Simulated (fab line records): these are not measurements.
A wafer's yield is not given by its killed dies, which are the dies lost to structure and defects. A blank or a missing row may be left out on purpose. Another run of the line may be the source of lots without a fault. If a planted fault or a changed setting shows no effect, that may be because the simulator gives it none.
fab line records | flow gf180mcu | part 1 of 2: steps 1 to 30 of 41
record: lots: 5 wafers: 15 last-day: 33
route steps=602 shown MVSD@67 MVPSD@78 VT_IMPLANT@90
lots that met no fault: taken from a fault-free run of the same line
start-h: hours from the record's first day to the start of the lot's first wafer shown | wait-h: hours since the lot's step before | " as in the row above | L1.1+2: one row covering several wafers at once | - no value present, or no start provided | * or withheld: withheld | < > ~ a bound
route shown NAME@n: names a module that has steps shown in the file, with the first one's number in the route | usual: mean and standard deviation over wafers with no fault | same: alike in all rows | chamber/n: place in a boat | sites: each site's reading | _std_site: their standard deviation | _edge_site: mean of outer sites minus mean of inner sites | radius-mm: for every site, how far away it sits from the centre of the wafer | mask NAME#n: copy n | behind: the last tool/chamber to shape the wafer | hold: what put the lot on hold/how long, in hours/how the hold closed | device: the n, p or np transistor that did not switch | end of line: the same wafers' tests at the end of the route | for a step that has no rows: nothing shown but its recipe | killed: dies lost to structure and defects at the first sort, not the wafer's yield | map: shows each die of a wafer: x if killed, . if not, _ if none is there
set.NAME: the setting the step ran with; set.NAME@STEP: the setting that earlier step ran with | model.NAME: the simulator's own value behind a step, which no gauge read
certain route steps with their lots: each step a table, each wafer a row
services: a tool's chamber out of use, with start hour (start-h, from the record's first day; less than 0 if before it), hours out, and reason
== steps ==
step: GF_MVSD_HMDS_01
recipe: prime-time-s: 60 prime-temp-c: 120
columns lot.wafer tool chamber start-h wait-h
L075.3+5+6 litho-track-02 0 81.47 0.1
L076.1+4+5 litho-track-01 0 85.71 0.1
L077.2+4+6 litho-track-02 0 92.99 0.1
L080.2+4+5 litho-track-02 0 109.69 0.1
L089.1+5+6 litho-track-02 0 164.27 0.1
step: GF_MVSD_COAT_02
recipe: spin-rpm: 2000 resist-thk-nm: 3000
columns lot.wafer tool chamber start-h wait-h
L075.3+5+6 litho-track-02 0 81.62 0.1
L076.1+4+5 litho-track-01 0 85.86 0.1
L077.2+4+6 litho-track-02 0 93.14 0.1
L080.2+4+5 litho-track-02 0 109.84 0.1
L089.1+5+6 litho-track-02 0 164.42 0.1
step: GF_MVSD_SOFTBAKE_03
recipe: temp-c: 110 time-s: withheld
usual: plate-temp-C: 110.00/0.13
columns lot.wafer tool chamber start-h wait-h plate-temp-C
L075.3 litho-track-02 0 81.79 0.1 110.13
L075.5 " 0 " " 109.87
L075.6 " 0 " " 109.82
L076.1 litho-track-01 0 86.01 0.1 109.83
L076.4 " 0 " " 110.06
L076.5 " 0 " " 109.98
L077.2 litho-track-02 0 93.30 0.1 110.18
L077.4 " 0 " " 110.00
L077.6 " 0 " " 109.77
L080.2 litho-track-02 0 110.00 0.1 110.06
L080.4 " 0 " " 110.01
L080.5 " 0 " " 109.82
L089.1 litho-track-02 0 164.57 0.1 110.02
L089.5 " 0 " " 109.98
L089.6 " 0 " " 110.01
step: GF_MVSD_EXPOSE_04
recipe: mask-id: MVSD target-cd-nm: 1000 na: 0.6 source-shape: conventional sigma-outer: 0.6 dose-mj: 260
columns lot.wafer tool chamber start-h wait-h mask
L075.3+5+6 iline-stepper-02 0 - - MVSD#0
L076.1+4+5 iline-stepper-01 0 - - MVSD#0
L077.2+4+6 iline-stepper-01 0 - - MVSD#0
L080.2+4+5 iline-stepper-02 0 - - MVSD#0
L089.1+5+6 iline-stepper-01 0 - - MVSD#0
step: GF_MVSD_PEB_05
recipe: temp-c: 115 time-s: withheld
usual: plate-temp-C: 115.01/0.14
columns lot.wafer tool chamber start-h wait-h plate-temp-C
L075.3 litho-track-04 0 - - 115.14
L075.5 " 0 " " 115.19
L075.6 " 0 " " 115.26
L076.1 litho-track-02 0 - - 114.94
L076.4 " 0 " " 115.09
L076.5 " 0 " " 115.04
L077.2 litho-track-04 0 - - 114.94
L077.4 " 0 " " 114.85
L077.6 " 0 " " 114.85
L080.2 litho-track-02 0 - - 114.81
L080.4 " 0 " " 114.94
L080.5 " 0 " " 115.12
L089.1 litho-track-04 0 - - 114.98
L089.5 " 0 " " 115.12
L089.6 " 0 " " 114.92
step: GF_MVSD_DEVELOP_06
recipe: wall-angle-deg: 90 develop-time-s: 60 dev-temp-c: 23
columns lot.wafer tool chamber start-h wait-h
L075.3+5+6 litho-track-04 0 - -
L076.1+4+5 litho-track-02 0 - -
L077.2+4+6 litho-track-04 0 - -
L080.2+4+5 litho-track-02 0 - -
L089.1+5+6 litho-track-04 0 - -
step: GF_MVSD_OVL_MEAS_07
usual: MVSD_OVL: -0.5/1.2
columns lot.wafer tool chamber start-h wait-h MVSD_OVL[nm]
L075.3 overlay-02 - 88.49 - -1.7
L075.5 " - " " -0.1
L075.6 " - " " -0.5
L076.1 overlay-01 - 92.82 - -1.1
L076.4 " - " " -0.3
L076.5 " - " " -0.2
L077.2 overlay-02 - 99.69 - -3.1
L077.4 " - " " -2.2
L077.6 " - " " -2.6
L080.2 overlay-01 - 117.28 - 0.6
L080.4 " - " " 1.0
L080.5 " - " " 0.5
L089.1 overlay-02 - 172.28 - 0.0
L089.5 " - " " -0.5
L089.6 " - " " 0.4
step: GF_MVSD_IMPLANT_08
recipe: species: P energy-kev: 400 dose-cm2: 1.6e+13 tilt-deg: 0
usual: dose-ions-cm2: 1.5996e+13/1.6e+10 tilt-deg: 0.001/0.022
columns lot.wafer tool chamber start-h wait-h dose-ions-cm2 tilt-deg
L075.3 implanter-01 0 88.57 0.1 1.599e+13 0.024
L075.5 " 0 " " 1.5998e+13 0.004
L075.6 " 0 " " 1.6022e+13 -0.004
L076.1 implanter-01 0 92.86 0.0 1.5974e+13 -0.001
L076.4 " 0 " " 1.6029e+13 0.019
L076.5 " 0 " " 1.5994e+13 0.018
L077.2 implanter-01 0 99.74 0.0 1.599e+13 0.024
L077.4 " 0 " " 1.602e+13 0.020
L077.6 " 0 " " 1.6001e+13 -0.006
L080.2 implanter-03 0 117.33 0.0 1.5987e+13 -0.012
L080.4 " 0 " " 1.6003e+13 -0.023
L080.5 " 0 " " 1.6017e+13 0.011
L089.1 implanter-01 0 172.32 0.0 1.5981e+13 -0.010
L089.5 " 0 " " 1.5981e+13 0.012
L089.6 " 0 " " 1.5996e+13 0.004
step: GF_MVSD_IMPLANT_09
recipe: species: P energy-kev: 100 dose-cm2: 5e+12 tilt-deg: 0
usual: dose-ions-cm2: 5e+12/5.3e+09 tilt-deg: -0.004/0.017
columns lot.wafer tool chamber start-h wait-h dose-ions-cm2 tilt-deg
L075.3 implanter-01 0 88.72 0.1 4.997e+12 -0.009
L075.5 " 0 " " 5.002e+12 0.017
L075.6 " 0 " " 4.987e+12 0.003
L076.1 implanter-01 0 93.01 0.1 5.003e+12 -0.020
L076.4 " 0 " " 4.991e+12 -0.001
L076.5 " 0 " " 5.005e+12 -0.022
L077.2 implanter-01 0 99.89 0.1 5e+12 -0.023
L077.4 " 0 " " 4.99e+12 -0.027
L077.6 " 0 " " 5.006e+12 -0.010
L080.2 implanter-03 0 117.48 0.1 5.004e+12 0.003
L080.4 " 0 " " 5.001e+12 -0.005
L080.5 " 0 " " 4.998e+12 -0.001
L089.1 implanter-01 0 172.47 0.1 4.994e+12 -0.010
L089.5 " 0 " " 5.006e+12 0.027
L089.6 " 0 " " 5.002e+12 -0.016
step: GF_MVSD_STRIP_10
recipe: chemistry: O2/N2 power-w: 1400 pressure-mtorr: 1500 platen-temp-c: 250 o2-flow-sccm: 3000 n2-flow-sccm: 300 overash-fraction: 0.5
usual: drypump-motor-current-A: 5.42/0.26 heater-power-w: 349/49 n2-flow-sccm: 300.1/0.94 oes-product-au: 0.723/0.0049 strip-time-to-endpoint-s: 37.00/0.091
columns lot.wafer tool chamber start-h wait-h drypump-motor-current-A heater-power-w n2-flow-sccm oes-product-au rf-hours-counter-h strip-time-to-endpoint-s
L075.3 plasma-asher-04 1 88.85 0.1 5.63 395 301.7 0.726 - 37.05
L075.5 " 0 " " 5.07 296 298.0 0.730 - 36.96
L075.6 " 1 " " 5.58 395 301.4 0.722 - 37.04
L076.1 plasma-asher-04 1 93.16 0.1 5.60 392 300.6 0.716 44 36.88
L076.4 " 0 " " 5.07 294 299.7 0.722 - 36.93
L076.5 " 0 " " 5.05 296 299.3 0.725 - 37.05
L077.2 plasma-asher-04 0 100.02 0.1 5.05 294 301.2 0.730 44 37.12
L077.4 " 1 " " 5.60 392 299.1 0.729 - 37.09
L077.6 " 1 " " 5.60 395 298.6 0.724 - 37.11
L080.2 plasma-asher-02 1 117.61 0.1 5.17 334 299.3 0.721 47 36.91
L080.4 " 0 " " 5.72 395 299.4 0.727 - 36.90
L080.5 " 0 " " 5.70 397 300.4 0.714 - 36.96
L089.1 plasma-asher-02 0 172.62 0.1 5.66 395 300.5 0.719 52 36.93
L089.5 " 0 " " 5.66 404 301.5 0.726 - 37.01
L089.6 " 1 " " 5.19 336 299.6 0.725 - 37.09
step: GF_MVSD_TW_MEAS_11
usual: MVSD_TW: 1568/27
columns lot.wafer tool chamber start-h wait-h MVSD_TW
L075.3 film-metro-03 - 88.94 0.1 1611
L075.5 " - " " 1614
L075.6 " - " " 1622
L076.1 film-metro-01 - 93.26 0.1 1537
L076.4 " - " " 1541
L076.5 " - " " 1537
L077.2 film-metro-03 - 100.13 0.1 1602
L077.4 " - " " 1615
L077.6 " - " " 1611
L080.2 film-metro-01 - 117.72 0.1 1548
L080.4 " - " " 1544
L080.5 " - " " 1549
L089.1 film-metro-03 - 172.72 0.1 1608
L089.5 " - " " 1610
L089.6 " - " " 1615
step: GF_MVPSD_DEHYDRATE_00
recipe: temp-c: 200 time-s: 60
usual: plate-temp-C: 200.00/0.15
columns lot.wafer tool chamber start-h wait-h plate-temp-C
L075.3 litho-track-02 0 94.87 5.9 200.20
L075.5 " 0 " " 200.22
L075.6 " 0 " " 199.95
L076.1 litho-track-04 0 98.68 5.4 199.93
L076.4 " 0 " " 200.07
L076.5 " 0 " " 200.09
L077.2 litho-track-02 0 106.34 6.2 200.07
L077.4 " 0 " " 200.37
L077.6 " 0 " " 200.28
L080.2 litho-track-02 0 124.84 7.1 199.78
L080.4 " 0 " " 200.14
L080.5 " 0 " " 199.78
L089.1 litho-track-03 0 180.63 7.9 200.24
L089.5 " 0 " " 200.40
L089.6 " 0 " " 200.30
step: GF_MVPSD_HMDS_01
recipe: prime-time-s: 60 prime-temp-c: 120
columns lot.wafer tool chamber start-h wait-h
L075.3+5+6 litho-track-02 0 95.02 0.1
L076.1+4+5 litho-track-04 0 98.83 0.1
L077.2+4+6 litho-track-02 0 106.49 0.1
L080.2+4+5 litho-track-02 0 124.99 0.1
L089.1+5+6 litho-track-03 0 180.78 0.1
step: GF_MVPSD_COAT_02
recipe: spin-rpm: 2000 resist-thk-nm: 3000
columns lot.wafer tool chamber start-h wait-h
L075.3+5+6 litho-track-02 0 95.17 0.1
L076.1+4+5 litho-track-04 0 98.98 0.1
L077.2+4+6 litho-track-02 0 106.64 0.1
L080.2+4+5 litho-track-02 0 125.14 0.1
L089.1+5+6 litho-track-03 0 180.93 0.1
step: GF_MVPSD_SOFTBAKE_03
recipe: temp-c: 110 time-s: withheld
usual: plate-temp-C: 109.97/0.12
columns lot.wafer tool chamber start-h wait-h plate-temp-C
L075.3 litho-track-02 0 95.34 0.1 110.14
L075.5 " 0 " " 109.99
L075.6 " 0 " " 110.17
L076.1 litho-track-04 0 99.13 0.1 110.04
L076.4 " 0 " " 109.84
L076.5 " 0 " " 110.07
L077.2 litho-track-02 0 106.80 0.1 110.03
L077.4 " 0 " " 109.97
L077.6 " 0 " " 109.97
L080.2 litho-track-02 0 125.30 0.1 109.92
L080.4 " 0 " " 110.09
L080.5 " 0 " " 109.78
L089.1 litho-track-03 0 181.08 0.1 110.03
L089.5 " 0 " " 110.06
L089.6 " 0 " " 110.10
step: GF_MVPSD_EXPOSE_04
recipe: mask-id: MVPSD target-cd-nm: 1000 na: 0.6 source-shape: conventional sigma-outer: 0.6 dose-mj: 260
columns lot.wafer tool chamber start-h wait-h mask
L075.3+5+6 iline-stepper-02 0 - - MVPSD#0
L076.1+4+5 iline-stepper-02 0 - - MVPSD#0
L077.2+4+6 iline-stepper-01 0 - - MVPSD#0
L080.2+4+5 iline-stepper-01 0 - - MVPSD#0
L089.1+5+6 iline-stepper-02 0 - - MVPSD#0
step: GF_MVPSD_PEB_05
recipe: temp-c: 115 time-s: withheld
usual: plate-temp-C: 115.01/0.13
columns lot.wafer tool chamber start-h wait-h plate-temp-C
L075.3 litho-track-04 0 - - 114.89
L075.5 " 0 " " 115.12
L075.6 " 0 " " 114.83
L076.1 litho-track-04 0 - - 114.84
L076.4 " 0 " " 114.77
L076.5 " 0 " " 114.68
L077.2 litho-track-02 0 - - 114.97
L077.4 " 0 " " 114.92
L077.6 " 0 " " 114.78
L080.2 litho-track-02 0 - - 114.57
L080.4 " 0 " " 114.89
L080.5 " 0 " " 115.00
L089.1 litho-track-02 0 - - 115.09
L089.5 " 0 " " 115.03
L089.6 " 0 " " 115.08
step: GF_MVPSD_DEVELOP_06
recipe: wall-angle-deg: 90 develop-time-s: 60 dev-temp-c: 23
columns lot.wafer tool chamber start-h wait-h
L075.3+5+6 litho-track-04 0 - -
L076.1+4+5 litho-track-04 0 - -
L077.2+4+6 litho-track-02 0 - -
L080.2+4+5 litho-track-02 0 - -
L089.1+5+6 litho-track-02 0 - -
step: GF_MVPSD_OVL_MEAS_07
usual: MVPSD_OVL: 0.3/1.7
columns lot.wafer tool chamber start-h wait-h MVPSD_OVL[nm]
L075.3 overlay-01 - 101.64 - 2.0
L075.5 " - " " 2.2
L075.6 " - " " 1.5
L076.1 overlay-02 - 106.23 - -0.5
L076.4 " - " " 0.9
L076.5 " - " " -0.3
L077.2 overlay-02 - 114.23 - 2.2
L077.4 " - " " -0.3
L077.6 " - " " 1.3
L080.2 overlay-02 - 132.27 - 2.2
L080.4 " - " " 2.6
L080.5 " - " " 1.7
L089.1 overlay-02 - 189.27 - -1.9
L089.5 " - " " -0.9
L089.6 " - " " -1.6
step: GF_MVPSD_IMPLANT_08
recipe: species: B energy-kev: 170 dose-cm2: 1.5e+13 tilt-deg: 0
usual: dose-ions-cm2: 1.4998e+13/1.7e+10 tilt-deg: 0.001/0.021
columns lot.wafer tool chamber start-h wait-h dose-ions-cm2 tilt-deg
L075.3 implanter-04 0 101.72 0.1 1.4999e+13 0.001
L075.5 " 0 " " 1.499e+13 0.056
L075.6 " 0 " " 1.5006e+13 0.006
L076.1 implanter-03 0 106.27 0.0 1.4958e+13 -0.014
L076.4 " 0 " " 1.4982e+13 -0.016
L076.5 " 0 " " 1.4967e+13 -0.008
L077.2 implanter-04 0 114.28 0.0 1.4996e+13 -0.016
L077.4 " 0 " " 1.4985e+13 0.011
L077.6 " 0 " " 1.499e+13 0.009
L080.2 implanter-03 0 132.33 0.0 1.4989e+13 -0.025
L080.4 " 0 " " 1.4982e+13 -0.011
L080.5 " 0 " " 1.5e+13 0.004
L089.1 implanter-04 0 189.30 0.0 1.5011e+13 -0.015
L089.5 " 0 " " 1.5004e+13 -0.007
L089.6 " 0 " " 1.4994e+13 -0.029
step: GF_MVPSD_IMPLANT_09
recipe: species: B energy-kev: 40 dose-cm2: 5e+12 tilt-deg: 0
usual: dose-ions-cm2: 5e+12/5.6e+09 tilt-deg: -0.003/0.021
columns lot.wafer tool chamber start-h wait-h dose-ions-cm2 tilt-deg
L075.3 implanter-04 0 101.87 0.1 4.997e+12 0.003
L075.5 " 0 " " 4.994e+12 -0.016
L075.6 " 0 " " 5.005e+12 -0.040
L076.1 implanter-03 0 106.42 0.1 4.998e+12 -0.022
L076.4 " 0 " " 5.006e+12 -0.022
L076.5 " 0 " " 5.015e+12 -0.022
L077.2 implanter-04 0 114.43 0.1 5.001e+12 -0.022
L077.4 " 0 " " 4.993e+12 -0.030
L077.6 " 0 " " 4.989e+12 -0.040
L080.2 implanter-03 0 132.48 0.1 5.003e+12 -0.040
L080.4 " 0 " " 4.999e+12 -0.023
L080.5 " 0 " " 5e+12 -0.018
L089.1 implanter-04 0 189.45 0.1 5.004e+12 -0.009
L089.5 " 0 " " 5.005e+12 0.009
L089.6 " 0 " " 5.002e+12 0.035
step: GF_MVPSD_STRIP_10
recipe: chemistry: O2/N2 power-w: 1400 pressure-mtorr: 1500 platen-temp-c: 250 o2-flow-sccm: 3000 n2-flow-sccm: 300 overash-fraction: 0.5
usual: drypump-motor-current-A: 5.42/0.18 heater-power-w: 329/47 n2-flow-sccm: 299.9/1 oes-product-au: 0.722/0.0047 strip-time-to-endpoint-s: 36.98/0.11
columns lot.wafer tool chamber start-h wait-h drypump-motor-current-A heater-power-w n2-flow-sccm oes-product-au rf-hours-counter-h strip-time-to-endpoint-s
L075.3 plasma-asher-04 0 102.00 0.1 5.04 282 301.3 0.719 - 36.94
L075.5 " 0 " " 5.02 291 300.0 0.727 - 36.99
L075.6 " 1 " " 5.60 395 299.7 0.712 - 36.86
L076.1 plasma-asher-03 1 106.57 0.1 5.38 290 299.4 0.722 29 37.06
L076.4 " 1 " " 5.37 284 300.5 0.714 - 37.12
L076.5 " 0 " " 5.31 351 300.9 0.717 - 37.06
L077.2 plasma-asher-03 0 114.56 0.1 5.32 354 299.8 0.726 30 36.94
L077.4 " 0 " " 5.31 355 299.2 0.723 - 37.00
L077.6 " 0 " " 5.30 344 300.3 0.723 - 36.92
L080.2 plasma-asher-03 1 132.60 0.1 5.35 282 298.8 0.732 32 36.96
L080.4 " 1 " " 5.36 291 299.4 0.721 - 37.11
L080.5 " 0 " " 5.27 348 298.2 0.726 - 37.09
L089.1 plasma-asher-03 0 189.60 0.1 5.30 346 299.1 0.722 38 36.96
L089.5 " 1 " " 5.33 282 300.8 0.722 - 37.09
L089.6 " 0 " " 5.28 351 301.0 0.721 - 36.98
step: GF_MVPSD_TW_MEAS_11
usual: MVPSD_TW: 551/8.4
columns lot.wafer tool chamber start-h wait-h MVPSD_TW
L075.3 film-metro-04 - 102.09 0.1 548
L075.5 " - " " 547
L075.6 " - " " 545
L076.1 film-metro-01 - 106.67 0.1 542
L076.4 " - " " 544
L076.5 " - " " 542
L077.2 film-metro-04 - 114.67 0.1 551
L077.4 " - " " 549
L077.6 " - " " 546
L080.2 film-metro-04 - 132.71 0.1 555
L080.4 " - " " 555
L080.5 " - " " 553
L089.1 film-metro-04 - 189.70 0.1 550
L089.5 " - " " 549
L089.6 " - " " 547
step: GF_VT_IMPLANT_DEHYDRATE_00
recipe: temp-c: 200 time-s: 60
usual: plate-temp-C: 199.97/0.14
columns lot.wafer tool chamber start-h wait-h plate-temp-C
L075.3 litho-track-01 0 109.01 6.9 200.12
L075.5 " 0 " " 200.09
L075.6 " 0 " " 200.01
L076.1 litho-track-04 0 113.73 7.1 200.22
L076.4 " 0 " " 199.90
L076.5 " 0 " " 200.05
L077.2 litho-track-03 0 120.91 6.2 199.83
L077.4 " 0 " " 199.93
L077.6 " 0 " " 199.85
L080.2 litho-track-04 0 140.06 7.3 200.22
L080.4 " 0 " " 200.23
L080.5 " 0 " " 200.16
L089.1 litho-track-03 0 197.88 8.2 200.21
L089.5 " 0 " " 199.83
L089.6 " 0 " " 199.86
step: GF_VT_IMPLANT_HMDS_01
recipe: prime-time-s: 60 prime-temp-c: 120
columns lot.wafer tool chamber start-h wait-h
L075.3+5+6 litho-track-01 0 109.16 0.1
L076.1+4+5 litho-track-04 0 113.88 0.1
L077.2+4+6 litho-track-03 0 121.06 0.1
L080.2+4+5 litho-track-04 0 140.21 0.1
L089.1+5+6 litho-track-03 0 198.03 0.1
step: GF_VT_IMPLANT_COAT_02
recipe: resist: NOVOLAK spin-rpm: 3000 resist-thk-nm: 1000
columns lot.wafer tool chamber start-h wait-h
L075.3+5+6 litho-track-01 0 109.31 0.1
L076.1+4+5 litho-track-04 0 114.03 0.1
L077.2+4+6 litho-track-03 0 121.21 0.1
L080.2+4+5 litho-track-04 0 140.36 0.1
L089.1+5+6 litho-track-03 0 198.18 0.1
step: GF_VT_IMPLANT_SOFTBAKE_03
recipe: temp-c: 90 time-s: 60 resist: NOVOLAK
usual: plate-temp-C: 89.98/0.14
columns lot.wafer tool chamber start-h wait-h plate-temp-C
L075.3 litho-track-01 0 109.46 0.1 90.03
L075.5 " 0 " " 90.10
L075.6 " 0 " " 90.02
L076.1 litho-track-04 0 114.18 0.1 90.13
L076.4 " 0 " " 90.19
L076.5 " 0 " " 90.04
L077.2 litho-track-03 0 121.36 0.1 89.93
L077.4 " 0 " " 89.92
L077.6 " 0 " " 89.84
L080.2 litho-track-04 0 140.51 0.1 90.16
L080.4 " 0 " " 90.21
L080.5 " 0 " " 90.24
L089.1 litho-track-03 0 198.33 0.1 90.00
L089.5 " 0 " " 89.92
L089.6 " 0 " " 89.89
step: GF_VT_IMPLANT_EXPOSE_04
recipe: mask-id: LVPWELL_LV_AREA target-cd-nm: 600 na: 0.6 source-shape: conventional sigma-outer: 0.6 dose-mj: 140
columns lot.wafer tool chamber start-h wait-h mask
L075.3+5+6 iline-stepper-02 0 - - LVPWELL_LV_AREA#0
L076.1+4+5 iline-stepper-02 0 - - LVPWELL_LV_AREA#0
L077.2+4+6 iline-stepper-02 0 - - LVPWELL_LV_AREA#0
L080.2+4+5 iline-stepper-02 0 - - LVPWELL_LV_AREA#0
L089.1+5+6 iline-stepper-01 0 - - LVPWELL_LV_AREA#0
step: GF_VT_IMPLANT_PEB_05
recipe: temp-c: withheld time-s: * resist: NOVOLAK
columns lot.wafer tool chamber start-h wait-h
L075.3+5+6 litho-track-04 0 - -
L076.1+4+5 litho-track-04 0 - -
L077.2+4+6 litho-track-04 0 - -
L080.2+4+5 litho-track-04 0 - -
L089.1+5+6 litho-track-03 0 - -
step: GF_VT_IMPLANT_DEVELOP_06
recipe: develop-time-s: 60 dev-temp-c: 23
columns lot.wafer tool chamber start-h wait-h
L075.3+5+6 litho-track-04 0 116.28 0.1
L076.1+4+5 litho-track-04 0 120.93 0.1
L077.2+4+6 litho-track-04 0 128.71 0.1
L080.2+4+5 litho-track-04 0 147.96 0.1
L089.1+5+6 litho-track-03 0 206.38 0.1
